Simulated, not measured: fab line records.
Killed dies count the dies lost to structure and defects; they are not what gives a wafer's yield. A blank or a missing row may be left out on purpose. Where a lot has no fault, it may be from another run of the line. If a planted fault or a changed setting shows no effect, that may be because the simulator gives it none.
fab line records	flow gf180mcu
record lots=24	wafers=72	last_day=34
route steps=602 shown M4@457 V4@479 MIM@503 V5@556
lots that met no fault: taken from a fault-free run of the same line
start_h: hours from the record's first day to the start of the lot's first wafer shown	wait_h: time in hours since the lot's previous step	" repeats the value in the row above	L1.1+2: several wafers, shown together as one row	- value missing, or start not given	* or withheld: withheld	< > ~ a bound
route shown NAME@n: NAME is a module with steps in the file, n the number in the route of the first one	usual: the fault-free wafers' mean and standard deviation	same: alike in all rows	chamber/n: place in a boat	sites: each site's reading	_std_site: how widely they spread, as a standard deviation	_edge_site: mean of outer sites minus mean of inner sites	radius_mm: for every site, how far away it sits from the centre of the wafer	mask NAME#n: copy n	behind: the last tool/chamber to shape the wafer	hold: the reason the lot was held/the length of the hold in hours/how it ended	device: which transistor (n, p or np) failed to switch	end of line: the tests these same wafers got at the end of their route	for a step that has no rows: nothing shown but its recipe	killed: the dies lost at the first sort to structure and to defects; this is not the yield of the wafer	map: dies across one wafer; x = killed, . = not, _ = none there
set.NAME: the setting the step ran with; set.NAME@STEP: the setting that earlier step ran with	model.NAME: the simulator's own value behind a step, which no gauge read
route steps across a sampled set of lots; one table per step, one row per wafer
services: from which hour (start_h, from the record's first day; less than 0 if before it) a tool's chamber was out of use, for how many hours, and why
## steps
# step GF_M4_SPUTTER_01
# recipe material=TiN	target_thk_nm=30	power_w=6500	time_s=25	chamber_pressure_pa=0.4
# usual throttle_valve_pct=29.7/1.2
lot.wafer	tool	chamber	start_h	wait_h	throttle_valve_pct
L074.1	pvd_sputter-03	-	504.67	0.1	30.7
L074.4	"	-	"	"	28.8
L074.6	"	-	"	"	30.6
L075.2	pvd_sputter-02	-	509.32	0.1	29.5
L075.4	"	-	"	"	29.3
L075.6	"	-	"	"	29.2
L076.1	pvd_sputter-03	-	519.22	0.1	29.0
L076.5	"	-	"	"	28.8
L076.6	"	-	"	"	30.6
L077.2	pvd_sputter-03	-	534.78	0.1	30.6
L077.5	"	-	"	"	30.5
L077.6	"	-	"	"	28.5
L078.3	pvd_sputter-03	-	537.42	0.1	29.1
L078.4	"	-	"	"	28.8
L078.6	"	-	"	"	28.6
L079.1	pvd_sputter-02	-	545.32	0.1	29.7
L079.3	"	-	"	"	29.3
L079.5	"	-	"	"	30.9
L080.2	pvd_sputter-03	-	561.12	0.1	28.7
L080.3	"	-	"	"	28.9
L080.5	"	-	"	"	30.8
L081.2	pvd_sputter-01	-	565.43	0.1	30.8
L081.5	"	-	"	"	27.0
L081.6	"	-	"	"	32.4
L082.1	pvd_sputter-02	-	584.16	0.1	31.0
L082.4	"	-	"	"	29.4
L082.6	"	-	"	"	29.3
L083.2	pvd_sputter-03	-	597.62	0.1	28.8
L083.3	"	-	"	"	28.8
L083.4	"	-	"	"	30.5
L084.3	pvd_sputter-01	-	601.97	0.1	30.3
L084.5	"	-	"	"	30.9
L084.6	"	-	"	"	30.0
L085.4	pvd_sputter-01	-	618.59	0.1	30.3
L085.5	"	-	"	"	30.4
L085.6	"	-	"	"	32.4
L086.2	pvd_sputter-01	-	625.47	0.1	30.4
L086.4	"	-	"	"	27.0
L086.5	"	-	"	"	26.7
L087.2	pvd_sputter-02	-	633.61	0.1	29.6
L087.3	"	-	"	"	29.5
L087.6	"	-	"	"	31.0
L088.2	pvd_sputter-03	-	636.93	0.1	28.7
L088.3	"	-	"	"	30.7
L088.6	"	-	"	"	30.6
L090.1	pvd_sputter-02	-	650.61	0.1	29.8
L090.2	"	-	"	"	31.0
L090.4	"	-	"	"	29.6
L089.2	pvd_sputter-02	-	654.16	0.1	29.9
L089.4	"	-	"	"	29.3
L089.6	"	-	"	"	30.9
L092.2	pvd_sputter-01	-	663.78	0.1	30.4
L092.3	"	-	"	"	32.3
L092.4	"	-	"	"	26.9
L091.2	pvd_sputter-02	-	667.52	0.1	30.7
L091.3	"	-	"	"	29.4
L091.5	"	-	"	"	30.7
L093.2	pvd_sputter-03	-	673.56	0.1	30.6
L093.3	"	-	"	"	29.0
L093.5	"	-	"	"	28.6
L094.2	pvd_sputter-03	-	677.57	0.1	29.0
L094.3	"	-	"	"	28.8
L094.6	"	-	"	"	30.5
L096.2	pvd_sputter-03	-	682.88	0.1	28.8
L096.3	"	-	"	"	29.0
L096.6	"	-	"	"	28.7
L095.4	pvd_sputter-03	-	685.52	0.1	30.6
L095.5	"	-	"	"	28.6
L095.6	"	-	"	"	29.2
L097.1	pvd_sputter-03	-	697.23	0.1	30.7
L097.2	"	-	"	"	28.9
L097.3	"	-	"	"	28.7
# step GF_M4_OVL_MEAS_15
# usual M4_OVL=1/6.2
lot.wafer	tool	chamber	start_h	wait_h	M4_OVL[nm]
L074.1	overlay-01	-	528.19	0.1	-1
L074.4	"	-	"	"	2
L074.6	"	-	"	"	1
L075.2	overlay-02	-	532.59	0.1	-1
L075.4	"	-	"	"	9
L075.6	"	-	"	"	10
L076.1	overlay-01	-	542.19	0.1	7
L076.5	"	-	"	"	-2
L076.6	"	-	"	"	1
L077.2	overlay-01	-	557.58	0.1	8
L077.5	"	-	"	"	11
L077.6	"	-	"	"	7
L078.3	overlay-01	-	560.15	0.1	8
L078.4	"	-	"	"	1
L078.6	"	-	"	"	2
L079.1	overlay-01	-	568.09	0.1	6
L079.3	"	-	"	"	-2
L079.5	"	-	"	"	-2
L080.2	overlay-01	-	583.28	0.1	-3
L080.3	"	-	"	"	-7
L080.5	"	-	"	"	-5
L081.2	overlay-02	-	587.98	0.1	-7
L081.5	"	-	"	"	-2
L081.6	"	-	"	"	-3
L082.1	overlay-02	-	606.53	0.1	-1
L082.4	"	-	"	"	-6
L082.6	"	-	"	"	-8
L083.2	overlay-01	-	617.98	0.1	2
L083.3	"	-	"	"	-1
L083.4	"	-	"	"	-2
L084.3	overlay-02	-	623.79	0.1	-2
L084.5	"	-	"	"	1
L084.6	"	-	"	"	7
L085.4	overlay-02	-	639.50	0.1	-6
L085.5	"	-	"	"	-5
L085.6	"	-	"	"	-3
L086.2	overlay-01	-	645.63	0.1	-2
L086.4	"	-	"	"	-2
L086.5	"	-	"	"	-3
L087.2	overlay-02	-	653.73	0.1	4
L087.3	"	-	"	"	10
L087.6	"	-	"	"	11
L088.2	overlay-01	-	657.08	0.1	6
L088.3	"	-	"	"	11
L088.6	"	-	"	"	6
L090.1	overlay-01	-	669.93	0.1	4
L090.2	"	-	"	"	-4
L090.4	"	-	"	"	-3
L089.2	overlay-02	-	673.73	0.1	2
L089.4	"	-	"	"	0
L089.6	"	-	"	"	-3
L092.2	overlay-02	-	682.53	0.1	6
L092.3	"	-	"	"	6
L092.4	"	-	"	"	6
L091.2	overlay-01	-	686.08	0.1	2
L091.3	"	-	"	"	0
L091.5	"	-	"	"	-1
L093.2	overlay-01	-	692.48	0.1	4
L093.3	"	-	"	"	9
L093.5	"	-	"	"	12
L094.2	overlay-01	-	696.64	0.1	-14
L094.3	"	-	"	"	-16
L094.6	"	-	"	"	-15
L096.2	overlay-02	-	701.79	0.1	3
L096.3	"	-	"	"	5
L096.6	"	-	"	"	6
L095.4	overlay-01	-	704.40	0.1	5
L095.5	"	-	"	"	5
L095.6	"	-	"	"	6
L097.1	overlay-02	-	715.23	0.1	4
L097.2	"	-	"	"	1
L097.3	"	-	"	"	6
# step GF_V4_THK_MEAS_03
# recipe reads=SiO2_of_V4_CVD_02
# usual V4_CVD_02_THK=851/11
lot.wafer	tool	chamber	start_h	wait_h	V4_CVD_02_THK[nm]
L074.1	film_metro-03	-	529.12	0.0	841
L074.4	"	-	"	"	866
L074.6	"	-	"	"	858
L075.2	film_metro-04	-	533.53	0.0	858
L075.4	"	-	"	"	860
L075.6	"	-	"	"	845
L076.1	film_metro-03	-	543.15	0.0	860
L076.5	"	-	"	"	859
L076.6	"	-	"	"	859
L077.2	film_metro-03	-	558.59	0.0	825
L077.5	"	-	"	"	852
L077.6	"	-	"	"	846
L078.3	film_metro-03	-	561.13	0.1	843
L078.4	"	-	"	"	863
L078.6	"	-	"	"	862
L079.1	film_metro-01	-	568.99	0.0	845
L079.3	"	-	"	"	849
L079.5	"	-	"	"	860
L080.2	film_metro-03	-	584.40	0.1	846
L080.3	"	-	"	"	854
L080.5	"	-	"	"	854
L081.2	film_metro-01	-	589.08	0.0	840
L081.5	"	-	"	"	862
L081.6	"	-	"	"	849
L082.1	film_metro-01	-	607.56	0.0	847
L082.4	"	-	"	"	868
L082.6	"	-	"	"	858
L083.2	film_metro-01	-	618.90	0.0	850
L083.3	"	-	"	"	836
L083.4	"	-	"	"	855
L084.3	film_metro-01	-	624.73	0.1	851
L084.5	"	-	"	"	863
L084.6	"	-	"	"	855
L085.4	film_metro-01	-	640.45	0.0	845
L085.5	"	-	"	"	850
L085.6	"	-	"	"	849
L086.2	film_metro-04	-	646.57	0.0	837
L086.4	"	-	"	"	852
L086.5	"	-	"	"	852
L087.2	film_metro-04	-	654.65	0.0	848
L087.3	"	-	"	"	849
L087.6	"	-	"	"	857
L088.2	film_metro-04	-	658.03	0.0	859
L088.3	"	-	"	"	849
L088.6	"	-	"	"	852
L090.1	film_metro-01	-	670.86	0.1	836
L090.2	"	-	"	"	846
L090.4	"	-	"	"	855
L089.2	film_metro-03	-	674.83	0.1	834
L089.4	"	-	"	"	850
L089.6	"	-	"	"	853
L092.2	film_metro-04	-	683.57	0.0	848
L092.3	"	-	"	"	841
L092.4	"	-	"	"	850
L091.2	film_metro-04	-	686.99	0.0	850
L091.3	"	-	"	"	843
L091.5	"	-	"	"	864
L093.2	film_metro-04	-	693.42	0.0	852
L093.3	"	-	"	"	856
L093.5	"	-	"	"	853
L094.2	film_metro-04	-	697.55	0.0	859
L094.3	"	-	"	"	835
L094.6	"	-	"	"	867
L096.2	film_metro-01	-	702.69	0.0	839
L096.3	"	-	"	"	845
L096.6	"	-	"	"	858
L095.4	film_metro-03	-	705.41	0.0	878
L095.5	"	-	"	"	852
L095.6	"	-	"	"	857
L097.1	film_metro-04	-	716.48	0.0	851
L097.2	"	-	"	"	833
L097.3	"	-	"	"	842
# step GF_MIM_SPUTTER_00
# recipe material=Ti	target_thk_nm=37.5	arriving_ion_energy_ev=80	substrate_temp_c=200	chamber_pressure_pa=2	power_w=4000	time_s=150
# usual throttle_valve_pct=29.6/1.2
lot.wafer	tool	chamber	start_h	wait_h	throttle_valve_pct
L074.1	pvd_sputter-03	-	554.13	0.2	30.7
L074.4	"	-	"	"	28.5
L074.6	"	-	"	"	28.5
L075.2	pvd_sputter-04	-	558.27	0.1	28.9
L075.4	"	-	"	"	29.0
L075.6	"	-	"	"	28.8
L076.1	pvd_sputter-03	-	566.47	0.2	30.4
L076.5	"	-	"	"	30.4
L076.6	"	-	"	"	28.8
L077.2	pvd_sputter-01	-	582.52	0.2	27.1
L077.5	"	-	"	"	32.5
L077.6	"	-	"	"	30.2
L078.3	pvd_sputter-03	-	585.02	0.2	28.7
L078.4	"	-	"	"	28.9
L078.6	"	-	"	"	28.9
L079.1	pvd_sputter-03	-	592.74	0.2	28.5
L079.3	"	-	"	"	30.7
L079.5	"	-	"	"	29.2
L080.2	pvd_sputter-03	-	607.72	0.2	29.0
L080.3	"	-	"	"	29.0
L080.5	"	-	"	"	28.9
L081.2	pvd_sputter-01	-	612.00	0.1	27.1
L081.5	"	-	"	"	30.5
L081.6	"	-	"	"	30.3
L082.1	pvd_sputter-01	-	630.35	0.2	32.2
L082.4	"	-	"	"	30.7
L082.6	"	-	"	"	30.9
L083.2	pvd_sputter-04	-	641.10	0.1	29.1
L083.3	"	-	"	"	29.1
L083.4	"	-	"	"	28.9
L084.3	pvd_sputter-04	-	646.00	0.2	29.2
L084.5	"	-	"	"	29.1
L084.6	"	-	"	"	29.0
L085.4	pvd_sputter-04	-	661.70	0.1	29.1
L085.5	"	-	"	"	30.3
L085.6	"	-	"	"	29.3
L086.2	pvd_sputter-04	-	667.07	0.2	29.1
L086.4	"	-	"	"	29.0
L086.5	"	-	"	"	31.0
L087.2	pvd_sputter-04	-	675.87	0.2	29.1
L087.3	"	-	"	"	28.9
L087.6	"	-	"	"	30.7
L088.2	pvd_sputter-04	-	679.18	0.1	28.7
L088.3	"	-	"	"	30.8
L088.6	"	-	"	"	28.7
L090.1	pvd_sputter-03	-	691.32	0.1	30.6
L090.2	"	-	"	"	28.7
L090.4	"	-	"	"	29.0
L089.2	pvd_sputter-04	-	695.17	0.1	30.8
L089.4	"	-	"	"	28.8
L089.6	"	-	"	"	29.0
L092.2	pvd_sputter-03	-	704.03	0.2	28.6
L092.3	"	-	"	"	29.3
L092.4	"	-	"	"	30.7
L091.2	pvd_sputter-04	-	707.42	0.2	29.2
L091.3	"	-	"	"	28.8
L091.5	"	-	"	"	28.9
L093.2	pvd_sputter-03	-	713.37	0.1	29.1
L093.3	"	-	"	"	30.4
L093.5	"	-	"	"	30.6
L094.2	pvd_sputter-01	-	717.67	0.2	30.7
L094.3	"	-	"	"	32.3
L094.6	"	-	"	"	30.6
L096.2	pvd_sputter-01	-	722.38	0.2	30.7
L096.3	"	-	"	"	26.7
L096.6	"	-	"	"	32.4
L095.4	pvd_sputter-01	-	725.17	0.2	30.8
L095.5	"	-	"	"	30.6
L095.6	"	-	"	"	32.3
L097.1	pvd_sputter-04	-	736.09	0.2	29.1
L097.2	"	-	"	"	30.8
L097.3	"	-	"	"	28.5
# step GF_MIM_CVD_05
# recipe material=Si3N4	target_thk_nm=42	temp_max_c=400	temp_c=385	time_s=29.086	rf_w=450
# usual heater_power_w=682/87
lot.wafer	tool	chamber	start_h	wait_h	heater_power_w
L074.1	pecvd-01	1	554.35	0.0	700
L074.4	"	0	"	"	852
L074.6	"	1	"	"	694
L075.2	pecvd-01	2	558.49	0.0	625
L075.4	"	2	"	"	624
L075.6	"	0	"	"	817
L076.1	pecvd-03	2	566.69	0.0	749
L076.5	"	1	"	"	641
L076.6	"	0	"	"	818
L077.2	pecvd-02	0	582.74	0.0	577
L077.5	"	1	"	"	640
L077.6	"	2	"	"	671
L078.3	pecvd-03	2	585.24	0.0	679
L078.4	"	1	"	"	631
L078.6	"	0	"	"	794
L079.1	pecvd-01	2	592.96	0.0	588
L079.3	"	1	"	"	660
L079.5	"	1	"	"	672
L080.2	pecvd-01	2	607.94	0.0	613
L080.3	"	0	"	"	768
L080.5	"	0	"	"	771
L081.2	pecvd-02	0	612.22	0.0	637
L081.5	"	1	"	"	628
L081.6	"	0	"	"	628
L082.1	pecvd-01	0	630.57	0.0	805
L082.4	"	0	"	"	819
L082.6	"	1	"	"	705
L083.2	pecvd-01	2	641.32	0.0	520
L083.3	"	1	"	"	706
L083.4	"	0	"	"	807
L084.3	pecvd-01	1	646.22	0.0	730
L084.5	"	2	"	"	503
L084.6	"	1	"	"	746
L085.4	pecvd-02	0	661.94	0.0	627
L085.5	"	1	"	"	675
L085.6	"	2	"	"	657
L086.2	pecvd-03	1	667.29	0.0	619
L086.4	"	1	"	"	615
L086.5	"	2	"	"	812
L087.2	pecvd-02	0	676.09	0.0	628
L087.3	"	1	"	"	642
L087.6	"	0	"	"	630
L088.2	pecvd-01	1	679.40	0.0	727
L088.3	"	2	"	"	591
L088.6	"	2	"	"	622
L090.1	pecvd-02	1	691.54	0.0	598
L090.2	"	2	"	"	662
L090.4	"	2	"	"	659
L089.2	pecvd-03	2	695.39	0.0	740
L089.4	"	1	"	"	695
L089.6	"	0	"	"	738
L092.2	pecvd-01	0	704.25	0.0	840
L092.3	"	1	"	"	741
L092.4	"	2	"	"	635
L091.2	pecvd-01	2	707.64	0.0	609
L091.3	"	1	"	"	668
L091.5	"	2	"	"	608
L093.2	pecvd-02	0	713.59	0.0	599
L093.3	"	1	"	"	634
L093.5	"	1	"	"	623
L094.2	pecvd-01	2	717.89	0.0	504
L094.3	"	1	"	"	711
L094.6	"	1	"	"	743
L096.2	pecvd-02	2	722.60	0.0	736
L096.3	"	1	"	"	615
L096.6	"	0	"	"	632
L095.4	pecvd-01	1	725.41	0.0	715
L095.5	"	0	"	"	840
L095.6	"	2	"	"	613
L097.1	pecvd-02	1	736.34	0.0	666
L097.2	"	2	"	"	716
L097.3	"	0	"	"	529
# step GF_V5_ETCH_16
# recipe chemistry=N2/H2	target_depth_a=withheld	overetch_a=withheld	time_s=withheld	target=BARC	ion_energy_ev=200	source_w=500	bias_w=100	pressure_mtorr=30	n2_flow_sccm=100	h2_flow_sccm=200
# usual drypump_motor_current_A=5.6/0.48	oes_product_au=0.854/0.0046	throttle_valve_pct=13.225/0.0088
lot.wafer	tool	chamber	start_h	wait_h	drypump_motor_current_A	oes_product_au	throttle_valve_pct
L074.1	rie_diel-04	0	619.87	0.0	4.9	0.852	13.232
L074.4	"	1	"	"	5.4	0.860	13.219
L074.6	"	0	"	"	4.9	0.850	13.226
L075.2	rie_diel-02	3	625.11	0.0	5.6	0.855	13.231
L075.4	"	1	"	"	6.1	0.853	13.211
L075.6	"	1	"	"	6.1	0.862	13.231
L076.1	rie_diel-04	3	632.46	0.0	5.9	0.848	13.227
L076.5	"	1	"	"	5.4	0.853	13.220
L076.6	"	0	"	"	4.9	0.862	13.229
L077.2	rie_diel-02	1	647.96	0.0	6.1	0.856	13.221
L077.5	"	2	"	"	5.8	0.850	13.233
L077.6	"	1	"	"	6.1	0.852	13.230
L078.3	rie_diel-02	2	649.46	0.0	5.7	0.856	13.228
L078.4	"	0	"	"	5.2	0.859	13.225
L078.6	"	0	"	"	5.2	0.853	13.221
L079.1	rie_diel-04	0	655.66	0.0	4.9	0.853	13.223
L079.3	"	2	"	"	5.1	0.857	13.249
L079.5	"	1	"	"	5.3	0.846	13.241
L080.2	rie_diel-02	1	670.77	0.0	6.1	0.846	13.222
L080.3	"	3	"	"	5.6	0.848	13.219
L080.5	"	1	"	"	6.1	0.860	13.227
L081.2	rie_diel-02	0	674.18	0.0	5.2	0.856	13.224
L081.5	"	3	"	"	5.6	0.853	13.214
L081.6	"	2	"	"	5.7	0.841	13.224
L082.1	rie_diel-01	2	689.57	0.0	5.4	0.854	13.224
L082.4	"	2	"	"	5.4	0.858	13.231
L082.6	"	3	"	"	6.1	0.862	13.223
L083.2	rie_diel-04	2	700.46	0.0	5.1	0.853	13.229
L083.3	"	3	"	"	5.9	0.863	13.222
L083.4	"	1	"	"	5.4	0.854	13.231
L084.3	rie_diel-04	0	705.41	0.0	4.9	0.846	13.216
L084.5	"	0	"	"	4.9	0.851	13.220
L084.6	"	1	"	"	5.4	0.857	13.214
L085.4	rie_diel-01	3	718.94	0.0	6.1	0.847	13.230
L085.5	"	0	"	"	6.3	0.856	13.233
L085.6	"	3	"	"	6.2	0.854	13.247
L086.2	rie_diel-01	3	723.77	0.0	6.1	0.852	13.221
L086.4	"	0	"	"	6.4	0.849	13.220
L086.5	"	0	"	"	6.3	0.863	13.219
L087.2	rie_diel-01	0	732.57	0.0	6.3	0.850	13.216
L087.3	"	2	"	"	5.4	0.859	13.227
L087.6	"	2	"	"	5.4	0.854	13.228
L088.2	rie_diel-04	0	733.11	0.0	4.9	0.851	13.225
L088.3	"	1	"	"	5.4	0.856	13.229
L088.6	"	1	"	"	5.3	0.848	13.220
L090.1	rie_diel-01	2	746.16	0.0	5.4	0.852	13.234
L090.2	"	3	"	"	6.1	0.855	13.203
L090.4	"	1	"	"	4.9	0.857	13.228
L089.2	rie_diel-02	3	749.87	0.0	5.7	0.845	13.230
L089.4	"	2	"	"	5.7	0.849	13.218
L089.6	"	1	"	"	6.1	0.850	13.219
L092.2	rie_diel-01	1	758.26	0.0	4.9	0.854	13.213
L092.3	"	3	"	"	6.2	0.862	13.224
L092.4	"	2	"	"	5.4	0.860	13.234
L091.2	rie_diel-02	1	760.66	0.0	6.1	0.854	13.251
L091.3	"	2	"	"	5.8	0.855	13.242
L091.5	"	1	"	"	6.1	0.853	13.213
L093.2	rie_diel-01	2	766.47	0.0	5.4	0.857	13.215
L093.3	"	1	"	"	4.9	0.849	13.229
L093.5	"	1	"	"	4.9	0.851	13.222
L094.2	rie_diel-01	3	770.62	0.0	6.1	0.860	13.231
L094.3	"	2	"	"	5.4	0.855	13.213
L094.6	"	0	"	"	6.3	0.848	13.231
L096.2	rie_diel-02	0	774.22	0.0	5.2	0.849	13.215
L096.3	"	3	"	"	5.6	0.858	13.228
L096.6	"	0	"	"	5.2	0.852	13.231
L095.4	rie_diel-04	0	777.57	0.0	5.0	0.855	13.226
L095.5	"	2	"	"	5.1	0.853	13.250
L095.6	"	3	"	"	5.9	0.857	13.227
L097.1	rie_diel-04	1	788.11	0.0	5.3	0.860	13.245
L097.2	"	0	"	"	4.9	0.860	13.233
L097.3	"	2	"	"	5.1	0.863	13.228
## services
tool	chamber	start_h	hours	kind
rie_diel-01	1	498.70	8.6	repair
pvd_sputter-04	-	500.71	2.5	repair
rie_diel-04	0	517.48	8.4	repair
rie_diel-02	-	517.90	2.8	pm
pvd_sputter-04	-	520.86	3.5	repair
rie_diel-01	1	521.40	4.0	repair
rie_diel-04	-	528.47	2.6	repair
rie_diel-04	-	567.35	15.6	pm
rie_diel-01	2	569.72	16.8	repair
rie_diel-02	0	585.29	1.2	repair
rie_diel-02	2	589.47	14.7	repair
rie_diel-01	2	602.12	3.3	repair
rie_diel-01	2	616.85	13.5	repair
rie_diel-04	-	622.68	4.3	pm
rie_diel-02	-	652.81	0.4	repair
rie_diel-04	0	661.14	4.4	repair
rie_diel-01	3	670.85	9.6	repair
rie_diel-01	1	680.33	12.6	repair
pecvd-02	-	694.62	2.8	pm
rie_diel-04	-	710.98	14.6	pm
pecvd-01	-	714.65	0.2	repair
pvd_sputter-03	-	716.71	14.6	repair
pvd_sputter-03	-	733.08	2.4	repair
pecvd-01	-	748.20	0.9	repair
## key
fault none
